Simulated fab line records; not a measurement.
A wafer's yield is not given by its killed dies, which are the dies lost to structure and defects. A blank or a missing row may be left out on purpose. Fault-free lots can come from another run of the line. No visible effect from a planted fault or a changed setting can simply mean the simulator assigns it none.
Split-lot trial :: flow sky130 :: 5 lots, 23 wafers read, on a route of 708 steps

## THE SPLIT
At SKY_CONTACT_HDPCVD_02 (deposits SiO2, target thk 565 nm, time 94.2 s), the setting time s was moved away from the recipe's 94.2 s on 7 of the 23 wafers read, by -14.1% to +14.4%. For the rest of the wafers, this setting stayed at what the recipe calls for.

The file shows no step between the split and the reading.

## THE READING
CONTACT_HDPCVD_THK, in nm, at SKY_CONTACT_THK_MEAS_03. Fault-free wafers of this fab line usually give 567 nm, standard deviation 6.7 nm.

wafer: L077.2
tool, chamber at the split: hdpcvd-01, 2
time s as run, s: 94.2
against the recipe: recipe
CONTACT_HDPCVD_THK, nm: 570
against lot-mates on the recipe: -

wafer: L077.3
tool, chamber at the split: hdpcvd-01, 1
time s as run, s: 94.2
against the recipe: recipe
CONTACT_HDPCVD_THK, nm: 568
against lot-mates on the recipe: -

wafer: L077.5
tool, chamber at the split: hdpcvd-01, 2
time s as run, s: 94.2
against the recipe: recipe
CONTACT_HDPCVD_THK, nm: 574
against lot-mates on the recipe: -

wafer: L080.1
tool, chamber at the split: hdpcvd-01, 0
time s as run, s: 94.2
against the recipe: recipe
CONTACT_HDPCVD_THK, nm: 563
against lot-mates on the recipe: -

wafer: L080.2
tool, chamber at the split: hdpcvd-01, 2
time s as run, s: 94.2
against the recipe: recipe
CONTACT_HDPCVD_THK, nm: 567
against lot-mates on the recipe: -

wafer: L080.3
tool, chamber at the split: hdpcvd-01, 0
time s as run, s: 94.2
against the recipe: recipe
CONTACT_HDPCVD_THK, nm: 561
against lot-mates on the recipe: -

wafer: L080.5
tool, chamber at the split: hdpcvd-01, 0
time s as run, s: 94.2
against the recipe: recipe
CONTACT_HDPCVD_THK, nm: 564
against lot-mates on the recipe: -

wafer: L080.6
tool, chamber at the split: hdpcvd-01, 2
time s as run, s: 94.2
against the recipe: recipe
CONTACT_HDPCVD_THK, nm: 569
against lot-mates on the recipe: -

wafer: L081.1
tool, chamber at the split: hdpcvd-02, 0
time s as run, s: 80.94
against the recipe: -14.1%
CONTACT_HDPCVD_THK, nm: 496
against lot-mates on the recipe: -72

wafer: L081.2
tool, chamber at the split: hdpcvd-02, 1
time s as run, s: 94.2
against the recipe: recipe
CONTACT_HDPCVD_THK, nm: 572
against lot-mates on the recipe: -

wafer: L081.3
tool, chamber at the split: hdpcvd-02, 2
time s as run, s: 94.2
against the recipe: recipe
CONTACT_HDPCVD_THK, nm: 562
against lot-mates on the recipe: -

wafer: L081.4
tool, chamber at the split: hdpcvd-02, 1
time s as run, s: 94.2
against the recipe: recipe
CONTACT_HDPCVD_THK, nm: 570
against lot-mates on the recipe: -

wafer: L081.5
tool, chamber at the split: hdpcvd-02, 0
time s as run, s: 80.94
against the recipe: -14.1%
CONTACT_HDPCVD_THK, nm: 502
against lot-mates on the recipe: -66

wafer: L082.2
tool, chamber at the split: hdpcvd-01, 2
time s as run, s: 94.2
against the recipe: recipe
CONTACT_HDPCVD_THK, nm: 572
against lot-mates on the recipe: -

wafer: L082.3
tool, chamber at the split: hdpcvd-01, 2
time s as run, s: 107.8
against the recipe: +14.4%
CONTACT_HDPCVD_THK, nm: 648
against lot-mates on the recipe: +74

wafer: L082.4
tool, chamber at the split: hdpcvd-01, 0
time s as run, s: 107.8
against the recipe: +14.4%
CONTACT_HDPCVD_THK, nm: 657
against lot-mates on the recipe: +83

wafer: L082.5
tool, chamber at the split: hdpcvd-01, 2
time s as run, s: 94.2
against the recipe: recipe
CONTACT_HDPCVD_THK, nm: 577
against lot-mates on the recipe: -

wafer: L082.6
tool, chamber at the split: hdpcvd-01, 0
time s as run, s: 94.2
against the recipe: recipe
CONTACT_HDPCVD_THK, nm: 572
against lot-mates on the recipe: -

wafer: L084.1
tool, chamber at the split: hdpcvd-02, 1
time s as run, s: 88.02
against the recipe: -6.6%
CONTACT_HDPCVD_THK, nm: 534
against lot-mates on the recipe: -44

wafer: L084.2
tool, chamber at the split: hdpcvd-02, 0
time s as run, s: 94.2
against the recipe: recipe
CONTACT_HDPCVD_THK, nm: 580
against lot-mates on the recipe: -

wafer: L084.4
tool, chamber at the split: hdpcvd-02, 2
time s as run, s: 88.02
against the recipe: -6.6%
CONTACT_HDPCVD_THK, nm: 527
against lot-mates on the recipe: -50

wafer: L084.5
tool, chamber at the split: hdpcvd-02, 1
time s as run, s: 88.02
against the recipe: -6.6%
CONTACT_HDPCVD_THK, nm: 540
against lot-mates on the recipe: -38

wafer: L084.6
tool, chamber at the split: hdpcvd-02, 0
time s as run, s: 94.2
against the recipe: recipe
CONTACT_HDPCVD_THK, nm: 575
against lot-mates on the recipe: -

THE FIT
A straight line over all 23 wafers: CONTACT_HDPCVD_THK changes by +5.42 nm for each +1% of time s; r = +0.99; the points scatter about the line by 5.7 nm.
The same after taking each lot's own level away (the mean of its wafers on the recipe; 23 wafers): +5.38 nm for each +1%; r = +0.99; scatter 5.3 nm.
According to that fit, moving time s by its largest amount changes the reading by 78 nm.
The lots' own levels span 564.8 to 577.5 nm, that is 1.9 times the standard deviation above.
Hence the lot-to-lot level has little effect on the slope; both slopes agree.
Check: with one of the wafers moved furthest among these (+14.4%) left out of the fit, the line predicts +78.6 nm for it against its lot-mates. Against them it came out at +74.3 nm.

## FURTHER SPLITS ON THESE WAFERS
Before the reading, these wafers also passed through other splits. Each is held against what the fit with the lots' levels taken away leaves over:
other split on the same wafers: SKY_LI_CONTACT_EXPOSE_09 dose mj
wafers away from the commonest value: 8
r with CONTACT_HDPCVD_THK (lot level and that fit taken away): -0.53

other split on the same wafers: SKY_LI_CONTACT_SPUTTER_19 time s
wafers away from the commonest value: 11
r with CONTACT_HDPCVD_THK (lot level and that fit taken away): -0.56

other split on the same wafers: SKY_LI_CONTACT_SPUTTER_20 time s
wafers away from the commonest value: 11
r with CONTACT_HDPCVD_THK (lot level and that fit taken away): +0.33

other split on the same wafers: SKY_LOCAL_INTERCONNECT_COAT_06 spin rpm
wafers away from the commonest value: 11
r with CONTACT_HDPCVD_THK (lot level and that fit taken away): +0.08

other split on the same wafers: SKY_LOCAL_INTERCONNECT_METAL_ETCH_14 bias w
wafers away from the commonest value: 8
r with CONTACT_HDPCVD_THK (lot level and that fit taken away): -0.14

## THE WHOLE CHAIN: every reading that the file lists as answering this split, in the file's order
step: SKY_CONTACT_HDPCVD_02
what it does: deposits SiO2, target thk 565 nm, time 94.2 s
reading: SiO2_of_CONTACT_HDPCVD_02.thk nm (the simulator's own value, which no gauge read)
change (the file's fit): +5.32 nm for each +1% of the setting
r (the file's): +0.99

step: SKY_CONTACT_THK_MEAS_03
what it does: 
reading: CONTACT_HDPCVD_THK
change (the file's fit): +5.33 for each +1% of the setting
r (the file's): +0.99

step: SKY_CONTACT_CMP_04
what it does: polishes SiO2
reading: time to endpoint s
change (the file's fit): withheld for each +1% of the setting
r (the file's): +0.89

## THE FILE'S OWN FIT
CONTACT_HDPCVD_THK changes by +5.33 nm for each +1% of time s, r = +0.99.
